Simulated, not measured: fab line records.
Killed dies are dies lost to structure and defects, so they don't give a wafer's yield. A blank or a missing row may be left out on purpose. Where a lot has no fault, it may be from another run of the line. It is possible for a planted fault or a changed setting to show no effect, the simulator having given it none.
Struck lot and sound lot, side by side ; flow sfqLine ; 29 out of 325 route steps
Sound: these wafers, L591.1, L591.3, L591.6. Wafers L582.2, L582.4, L582.5 were the ones struck. The cause is given at the end.
Order at every step that has rows: each side's tool, ch and its chambers, its first start. Under that, the readings that differ: sound wafers ; struck wafers ; difference of the means ; sigmas: that difference in standard deviations of wafers without a fault.
alike: readings with means less than 2 such deviations apart, plus words and numbers identical on both sides. not compared: withheld readings, readings lacking a value on some wafer, bounds such as >300 that could conceal the same value, and numbers that have no deviation in the record and whose values overlap.
Wherever a step has rows on one side only, a row that says differs or no value, or a row with sigmas, the two part there. When numbers do not overlap yet have no deviation, they are printed without sigmas and do not part them. Lack of a reading on every wafer of one side parts them only where that side has two or more wafers.

first, 2 steps without rows for these wafers: SFQ_TRILAYER_I0_VIA_STRIP_SOLV_CLEAN_036 (cleans in NMP, time 600 s); SFQ_TRILAYER_M1_DEP_PRE_CLEAN_038 (time 22.5 s).
SFQ_TRILAYER_M1_DEP_SPUTTER_037: material Nb, target thk 200 nm, time 133.3 s.
  sound on pvdSputter-03 at day 15 20:10; struck on pvdSputter-04 at day 13 05:41
  alike: cathodeDcPowerW, throttleValvePct
SFQ_M1_RS_MEAS_909: a four-point-probe measurement.
  sound on filmMetro-04 at day 15 20:15; struck on filmMetro-01 at day 13 05:47
  alike: M1_NB_RS
then, 6 steps without rows for these wafers: SFQ_TRILAYER_M1_LITHO_COAT_044 (resist thk 62 nm); SFQ_TRILAYER_M1_LITHO_COAT_039 (resist thk 600 nm); SFQ_TRILAYER_M1_LITHO_SOFTBAKE_043; SFQ_TRILAYER_M1_LITHO_EXPOSE_040 (exposes mask M1, target cd 500 nm); SFQ_TRILAYER_M1_LITHO_PEB_042 (peb time 60 s); SFQ_TRILAYER_M1_LITHO_DEVELOP_041 (time 60 s).
-- the record jumps here: 3 days lie between the struck wafers' starts before and after --
SFQ_M1_OVL_MEAS_911:
  sound on overlay-02 at day 19 16:25; struck on overlay-02 at day 16 04:47
  alike: M1_OVL
SFQ_TRILAYER_M1_BARC_OPEN_METAL_ETCH_054: etches BARC in O2, target depth 125 nm, time 41.7 s.
  sound on rieMetal-02 ch 0,1, day 19 16:26; struck on rieMetal-04 ch 0, day 16 04:49
  no value came back on the struck wafers for any of 5 readings (biasW (W), chamberPressureMTorr (mTorr) and others); on the sound wafers biasW (W) reads 80.27 79.86 80.18
reading;sound;struck;difference;sigmas
model.KrF_of_TRILAYER_M1_LITHO_COAT_039.thkNm (nm);523.2 525 522.6;575.3 572 573.2;+49.9;
  not compared: rfHoursCounterH
SFQ_TRILAYER_M1_ETCH_METAL_ETCH_042: etches Nb in Cl2/Ar, stops on SiO2, target depth 240 nm, time 120 s.
  sound on rieMetal-02 ch 0,1, day 19 16:30; struck on rieMetal-04 ch 0, day 16 04:52
reading;sound;struck;difference;sigmas
oesProductAu (a.u.);0.893 0.898 0.896;0.366 0.373 0.375;-0.524;-75
model.KrF_of_TRILAYER_M1_LITHO_COAT_039.thkNm (nm);382.8 384.4 381;433.9 430.8 432.3;+49.6;
  alike: biasW, chamberPressureMTorr, drypumpMotorCurrentA
  not compared: rfHoursCounterH
SFQ_TRILAYER_M1_STRIP_STRIP_043: strips in O2.
  sound on rieMetal-02 ch 0,1, day 19 16:38; struck on rieMetal-04 ch 0, day 16 04:59
  alike: drypumpMotorCurrentA, oesProductAu
  not compared: rfHoursCounterH
then, 2 steps without rows for these wafers: SFQ_TRILAYER_M1_STRIP_SOLV_CLEAN_044 (cleans in NMP, time 600 s); SFQ_TRILAYER_I1_DEP_PECVD_045 (deposits SiO2 from SiH4/N2O, time 111.11 s, target thk 500 nm).
SFQ_TRILAYER_I1_CMP_CMP_046: polishes SiO2.
  sound on cmp-02 ch 2,3, day 19 17:30; struck on cmp-01 ch 0,1,3, day 16 07:49
  alike: headPressurePsi, motorCurrentA, timeToEndpointS
SFQ_I1_BOW_MEAS_912:
  sound on filmMetro-03 at day 19 20:30; struck on filmMetro-04 at day 16 10:20
  alike: I1_BOW
then, 4 steps without rows for these wafers: SFQ_TRILAYER_I1_METRO_MEASURE_047; SFQ_TRILAYER_I1_VIA_LITHO_COAT_054 (resist thk 62 nm); SFQ_TRILAYER_I1_VIA_LITHO_COAT_049 (resist thk 650 nm); SFQ_TRILAYER_I1_VIA_LITHO_SOFTBAKE_053.
-- the record jumps here: 4 days lie between the struck wafers' starts before and after --
SFQ_TRILAYER_I1_VIA_LITHO_EXPOSE_050: exposes mask I1, target cd 500 nm.
  struck on krfScanner-02, day 20 07:55; sound on krfScanner-02 ch 0, day 24 03:14
  no value came back on the struck wafers for exposureDoseMJCm2, focusOffsetNm (nm), sigmaOuter; on the sound wafers exposureDoseMJCm2 reads 21.346 21.314 21.342
  alike: mask
then, 2 steps without rows for these wafers: SFQ_TRILAYER_I1_VIA_LITHO_PEB_052 (peb time 60 s); SFQ_TRILAYER_I1_VIA_LITHO_DEVELOP_051 (time 60 s).
SFQ_I1_OVL_MEAS_913:
  sound on overlay-01 at day 24 04:45; struck on overlay-01 at day 20 09:13
reading;sound;struck;difference;sigmas
I1_OVL (nm);-3 -4 -5;- - -;no value on the struck wafers;
SFQ_TRILAYER_I1_VIA_BARC_OPEN_VIA_ETCH_071: etches BARC in O2, target depth 125 nm, time 41.7 s.
  sound on rieDiel-01 ch 0,1,3, day 24 04:47; struck on rieDiel-01 ch 1,2, day 20 09:14
  alike: biasW, chamberPressureMTorr, drypumpMotorCurrentA, oesProductAu
  not compared: rfHoursCounterH
SFQ_TRILAYER_I1_VIA_ETCH_VIA_ETCH_052: etches SiO2 in CHF3, stops on Nb, target depth 260 nm.
  sound on rieDiel-01 ch 0,1,3, day 24 04:50; struck on rieDiel-01 ch 1,2, day 20 09:17
reading;sound;struck;difference;sigmas
oesProductAu (a.u.);0.852 0.850 0.858;0.372 0.375 0.378;-0.478;-99 or more
  alike: biasW, chamberPressureMTorr, drypumpMotorCurrentA
SFQ_TRILAYER_I1_VIA_STRIP_STRIP_053: strips in O2.
  sound on rieMetal-03 ch 0,1, day 24 04:56; struck on rieMetal-01 ch 0,1, day 20 09:24
  alike: drypumpMotorCurrentA, oesProductAu
  not compared: rfHoursCounterH

== WHERE THEY PART ==
At SFQ_TRILAYER_M1_BARC_OPEN_METAL_ETCH_054 first; at SFQ_TRILAYER_I1_VIA_ETCH_VIA_ETCH_052 last (within this record only). Later steps at which nothing parts them and some readings are alike: SFQ_TRILAYER_I1_VIA_STRIP_STRIP_053.

WHY: the cause the simulator had injected
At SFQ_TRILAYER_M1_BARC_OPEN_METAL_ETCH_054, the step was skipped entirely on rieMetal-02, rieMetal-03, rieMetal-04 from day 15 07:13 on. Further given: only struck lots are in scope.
